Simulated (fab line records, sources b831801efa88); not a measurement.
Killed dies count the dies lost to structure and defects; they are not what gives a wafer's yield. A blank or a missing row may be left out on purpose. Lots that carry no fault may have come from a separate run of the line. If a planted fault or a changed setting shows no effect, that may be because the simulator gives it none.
fab line records	flow sky130
record: lots: 14	wafers: 42	last_day: 50
route steps=708 shown POLY_GATE@230 SD_N@347 LI_CONTACT@364
lots untouched by any fault: they come from a run of this same line in which no faults occurred
start_h: start of the lot's first displayed wafer, in hours after the record's first day	wait_h: hours elapsed since this lot's preceding step	" same as the row above	L1.1+2: one row covering several wafers at once	- value missing, or start not given	* or withheld: withheld	< > ~ a bound
route shown NAME@n: names a module that has steps shown in the file, with the first one's number in the route	usual: mean/standard deviation taken from wafers without a fault	same: alike in all rows	chamber/n: place in a boat	sites: per-site readings	_std_site: the values' standard deviation	_edge_site: inner sites' mean taken away from outer sites' mean	radius_mm: for every site, how far away it sits from the centre of the wafer	mask NAME#n: copy n	behind: the tool/chamber that last shaped the wafer	hold: what put the lot on hold/how long, in hours/how the hold closed	device: the n, p or np transistor that did not switch	end of line: tests of these same wafers at the route's end	a step given without rows: its recipe and nothing more	killed: at the first sort, the dies lost to defects and structure; wafer yield is something else	map: the dies of a wafer, with x for killed, . for not killed, _ for no die there
set.NAME: the setting that was run; set.NAME@STEP: the one run at that earlier step	model.NAME: the simulator's own value behind a step, which no gauge read
steps of the route over a sample of lots; a table a step, a row a wafer
services: from which hour (start_h, from the record's first day; less than 0 if before it) a tool's chamber was out of use, for how many hours, and why
== steps ==
step: SKY_POLY_GATE_ETCH_16
recipe: stop_on: poly-Si	chemistry: CH3F/O2	target: Si3N4	source_w: 400	bias_w: 80	pressure_mtorr: 25	ch3f_flow_sccm: 40	O2_flow_sccm: 30	time_s: 147.5	target_depth_a: 750
usual: drypump_motor_current_A: 5.5/0.34	oes_product_au: 0.641/0.0051	throttle_valve_pct: 10.535/0.0098
lot.wafer	tool	chamber	start_h	wait_h	drypump_motor_current_A	oes_product_au	rf_hours_counter_h	throttle_valve_pct
L258.1	rie_diel-04	2	376.89	0.0	5.4	0.639	2	10.534
L258.3	"	3	"	"	5.3	0.643	74	10.537
L258.4	"	0	"	"	5.2	0.643	37	10.559
L259.1	rie_diel-04	2	382.29	0.0	5.4	0.642	2	10.535
L259.2	"	0	"	"	5.2	0.633	37	10.527
L259.5	"	2	"	"	5.4	0.642	-	10.544
L261.1	rie_diel-04	0	402.29	0.0	5.2	0.638	38	10.544
L261.3	"	2	"	"	5.4	0.646	3	10.525
L261.5	"	3	"	"	5.3	0.643	-	10.537
L263.1	rie_diel-01	1	423.59	0.0	5.4	0.635	5	10.526
L263.4	"	2	"	"	6.0	0.650	2	10.540
L263.5	"	0	"	"	5.7	0.642	-	10.531
L266.1	rie_diel-02	0	443.47	0.0	5.5	0.643	2	10.525
L266.2	"	3	"	"	5.7	0.646	4	10.544
L266.6	"	3	"	"	5.7	0.646	-	10.534
L267.3	rie_diel-04	2	448.74	0.0	5.4	0.633	4	10.539
L267.5	"	0	"	"	5.2	0.642	-	10.537
L267.6	"	2	"	"	5.4	0.646	-	10.517
L269.1	rie_diel-02	1	457.56	0.0	6.4	0.640	4	10.537
L269.4	"	3	"	"	5.7	0.636	4	10.547
L269.5	"	3	"	"	5.7	0.640	-	10.530
L268.1	rie_diel-04	2	457.79	0.0	5.3	0.641	4	10.537
L268.2	"	3	"	"	5.3	0.641	76	10.524
L268.6	"	3	"	"	5.3	0.647	-	10.530
L270.3	rie_diel-01	0	470.71	0.0	5.6	0.635	54	10.525
L270.4	"	1	"	"	5.4	0.633	6	10.539
L270.5	"	3	"	"	5.8	0.633	-	10.521
L276.2	rie_diel-04	0	534.24	0.0	5.2	0.644	40	10.544
L276.3	"	1	"	"	5.1	0.653	15	10.527
L276.4	"	2	"	"	5.4	0.645	5	10.531
L277.2	rie_diel-02	0	534.59	0.0	5.5	0.636	4	10.532
L277.4	"	1	"	"	6.4	0.652	5	10.527
L277.5	"	0	"	"	5.5	0.642	-	10.529
L279.1	rie_diel-01	2	552.14	0.0	6.0	0.644	4	10.563
L279.5	"	2	"	"	5.9	0.643	-	10.539
L279.6	"	3	"	"	5.8	0.645	-	10.523
L280.1	rie_diel-01	3	562.24	0.0	5.8	0.636	61	10.531
L280.2	"	1	"	"	5.4	0.635	8	10.525
L280.4	"	0	"	"	5.6	0.644	56	10.536
L281.3	rie_diel-04	1	567.24	0.0	5.1	0.642	16	10.527
L281.4	"	0	"	"	5.2	0.640	41	10.537
L281.5	"	3	"	"	5.3	0.643	-	10.543
step: SKY_SD_N_PEB_05
recipe: temp_c: withheld	time_s: *	resist: NOVOLAK
usual: chill_plate_temp_C: *	exhaust_pa: 44.8/0.87
lot.wafer	tool	chamber	start_h	wait_h	chill_plate_temp_C	exhaust_pa
L258.1	litho_track-04	0	651.55	-	*	43.6
L258.3	"	0	"	"	*	44.7
L258.4	"	0	"	"	*	44.3
L259.1	litho_track-04	0	655.80	-	*	45.0
L259.2	"	0	"	"	*	44.0
L259.5	"	0	"	"	*	44.7
L261.1	litho_track-01	0	675.53	-	*	45.6
L261.3	"	0	"	"	*	45.7
L261.5	"	0	"	"	*	45.4
L263.1	litho_track-01	0	694.93	-	*	43.9
L263.4	"	0	"	"	*	44.2
L263.5	"	0	"	"	*	43.9
L266.1	litho_track-01	0	712.98	-	*	44.9
L266.2	"	0	"	"	*	45.2
L266.6	"	0	"	"	*	44.8
L267.3	litho_track-02	0	721.30	-	*	45.2
L267.5	"	0	"	"	*	43.7
L267.6	"	0	"	"	*	45.0
L269.1	litho_track-04	0	728.05	-	*	44.4
L269.4	"	0	"	"	*	44.9
L269.5	"	0	"	"	*	43.7
L268.1	litho_track-02	0	728.50	-	*	43.7
L268.2	"	0	"	"	*	44.6
L268.6	"	0	"	"	*	43.9
L270.3	litho_track-04	0	736.25	-	*	44.0
L270.4	"	0	"	"	*	46.6
L270.5	"	0	"	"	*	44.6
L277.2	litho_track-01	-	794.00	-	-	-
L277.4	"	-	"	"	-	-
L277.5	"	-	"	"	-	-
L276.2	litho_track-04	-	795.02	-	-	-
L276.3	"	-	"	"	-	-
L276.4	"	-	"	"	-	-
L279.1	litho_track-02	0	812.45	-	*	45.4
L279.5	"	0	"	"	*	46.2
L279.6	"	0	"	"	*	45.4
L280.1	litho_track-01	0	816.38	-	*	45.8
L280.2	"	0	"	"	*	44.2
L280.4	"	0	"	"	*	46.7
L281.3	litho_track-04	0	824.35	-	*	44.5
L281.4	"	0	"	"	*	44.0
L281.5	"	0	"	"	*	45.5
step: SKY_LI_CONTACT_CMP_02
recipe: material: PSG	down_force_psi: 4	platen_rpm: 60	pad_velocity_m_s: 0.94248
usual: motor_current_A: 12.1/1.3	time_to_endpoint_s: 32.8/2
lot.wafer	tool	chamber	start_h	wait_h	motor_current_A	time_to_endpoint_s
L258.1	cmp-01	3	653.27	0.1	14.3	33.6
L258.4	"	0	"	"	12.0	35.9
L258.3	"	1	"	"	10.0	30.0
L259.2	cmp-02	0	657.47	0.0	13.5	33.4
L259.1	"	2	"	"	10.9	31.7
L259.5	"	0	"	"	13.1	29.5
L261.3	cmp-01	2	677.26	0.1	12.3	33.2
L261.1	"	0	"	"	12.7	32.8
L261.5	"	2	"	"	12.4	34.9
L263.1	cmp-02	0	696.67	0.1	14.0	31.3
L263.4	"	2	"	"	11.2	32.4
L263.5	"	1	"	"	13.4	31.0
L266.1	cmp-02	1	714.76	0.1	12.9	33.5
L266.2	"	2	"	"	11.1	33.6
L266.6	"	3	"	"	11.4	32.9
L267.3	cmp-02	2	723.08	0.2	11.0	35.1
L267.6	"	3	"	"	10.9	32.2
L267.5	"	0	"	"	14.1	35.7
L269.4	cmp-01	0	729.73	0.0	12.4	36.9
L269.1	"	1	"	"	9.7	34.6
L269.5	"	1	"	"	9.7	35.3
L268.2	cmp-02	2	730.26	0.1	10.7	29.3
L268.1	"	3	"	"	11.5	29.8
L268.6	"	1	"	"	12.5	29.6
L270.3	cmp-02	2	737.87	0.0	11.3	29.5
L270.4	"	3	"	"	10.9	32.0
L270.5	"	3	"	"	11.0	31.0
L277.2	cmp-02	2	795.66	0.0	11.0	34.6
L277.4	"	0	"	"	13.0	33.5
L277.5	"	2	"	"	10.4	37.1
L276.4	cmp-01	0	796.67	0.0	11.2	34.3
L276.3	"	2	"	"	12.5	36.4
L276.2	"	3	"	"	14.1	33.3
L279.1	cmp-01	1	814.18	0.1	10.4	33.6
L279.5	"	0	"	"	12.0	32.6
L279.6	"	1	"	"	10.1	32.9
L280.2	cmp-02	1	818.38	0.3	12.8	29.5
L280.4	"	3	"	"	11.5	29.4
L280.1	"	0	"	"	13.7	29.4
L281.4	cmp-01	3	825.98	0.0	14.9	31.2
L281.3	"	1	"	"	9.7	29.7
L281.5	"	3	"	"	14.5	32.1
step: SKY_LI_CONTACT_CD_MEAS_12
recipe: target_cd_nm: 170
usual: cd_nm: 169.7/1.5
lot.wafer	tool	chamber	start_h	wait_h	cd_nm
L258.1	cd_sem-01	-	681.67	-	170.1
L258.3	"	-	"	"	169.1
L258.4	"	-	"	"	168.9
L259.1	cd_sem-02	-	686.43	-	170.4
L259.2	"	-	"	"	170.7
L259.5	"	-	"	"	168.7
L261.1	cd_sem-02	-	705.50	-	169.6
L261.3	"	-	"	"	168.4
L261.5	"	-	"	"	168.0
L263.1	cd_sem-02	-	724.22	-	168.3
L263.4	"	-	"	"	167.2
L263.5	"	-	"	"	168.8
L266.1	cd_sem-01	-	741.88	-	170.4
L266.2	"	-	"	"	168.7
L266.6	"	-	"	"	169.9
L267.3	cd_sem-01	-	750.82	-	171.1
L267.5	"	-	"	"	169.8
L267.6	"	-	"	"	171.3
L269.1	cd_sem-02	-	756.40	-	168.2
L269.4	"	-	"	"	167.4
L269.5	"	-	"	"	169.3
L268.1	cd_sem-02	-	758.33	-	168.2
L268.2	"	-	"	"	167.5
L268.6	"	-	"	"	168.7
L270.3	cd_sem-02	-	765.61	-	170.3
L270.4	"	-	"	"	169.3
L270.5	"	-	"	"	169.3
L277.2	cd_sem-01	-	822.09	-	171.0
L277.4	"	-	"	"	169.4
L277.5	"	-	"	"	170.7
L276.2	cd_sem-01	-	823.34	-	172.4
L276.3	"	-	"	"	171.6
L276.4	"	-	"	"	171.2
L279.1	cd_sem-02	-	839.95	-	171.2
L279.5	"	-	"	"	171.1
L279.6	"	-	"	"	170.2
L280.1	cd_sem-02	-	844.18	-	169.1
L280.2	"	-	"	"	169.9
L280.4	"	-	"	"	169.2
L281.3	cd_sem-01	-	853.02	-	171.1
L281.4	"	-	"	"	170.9
L281.5	"	-	"	"	171.5
== services ==
tool	chamber	start_h	hours	kind
cmp-01	-	358.12	1.9	repair
cmp-02	-	363.42	1.1	repair
cmp-02	-	370.08	23.2	repair
cmp-02	-	387.91	1.1	repair
cmp-02	-	391.21	0.7	repair
cmp-01	-	404.07	4.0	pm
cmp-02	-	423.65	2.1	repair
rie_diel-04	3	444.94	5.4	repair
rie_diel-04	-	485.64	0.5	repair
rie_diel-04	0	507.15	10.9	repair
rie_diel-04	-	523.39	4.3	pm
cmp-02	-	527.11	0.3	repair
cmp-02	-	548.88	5.5	pm
cmp-02	-	554.97	1.2	repair
cmp-02	-	572.02	4.0	pm
cmp-02	-	572.37	0.9	repair
cmp-02	-	635.84	5.8	pm
cmp-02	-	660.51	2.0	repair
cmp-02	-	671.83	1.2	repair
rie_diel-04	-	679.23	0.2	repair
cmp-02	-	679.89	1.1	repair
cmp-02	-	683.72	0.5	repair
cmp-02	-	771.08	0.4	repair
rie_diel-04	1	774.78	1.4	repair
== key ==
first_sign: step: SKY_SD_N_PEB_05	reading: tool_record	direction: missing
effect none on later readings
met_at SKY_SD_N_PEB_05
struck_lots L276,L277
sort_left_out L276.2,L276.3,L276.4,L277.2,L277.4,L277.5
tester_left_out L276,L277
not_acting_at SKY_POLY_GATE_ETCH_16,SKY_LI_CONTACT_CMP_02,SKY_LI_CONTACT_CD_MEAS_12
onset_between 736.25 794.00
fault: kind: skipped_step_whole	tool: litho_track-01,litho_track-04	chamber: -	onset_h: 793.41	steps: SKY_SD_N_PEB_05	scope: struck_lots_only
tester_left_out: of these lots the tester's yield and bins aren't shown, on N5 and GAA mostly nor the transistor test; their killed dies are dies lost to structure and defects alone, not to doping, threshold or leakage, so they don't give the yield
sort_left_out: the simulated sort isn't trusted on such a fault, so these wafers' sort isn't shown, and their yield isn't known
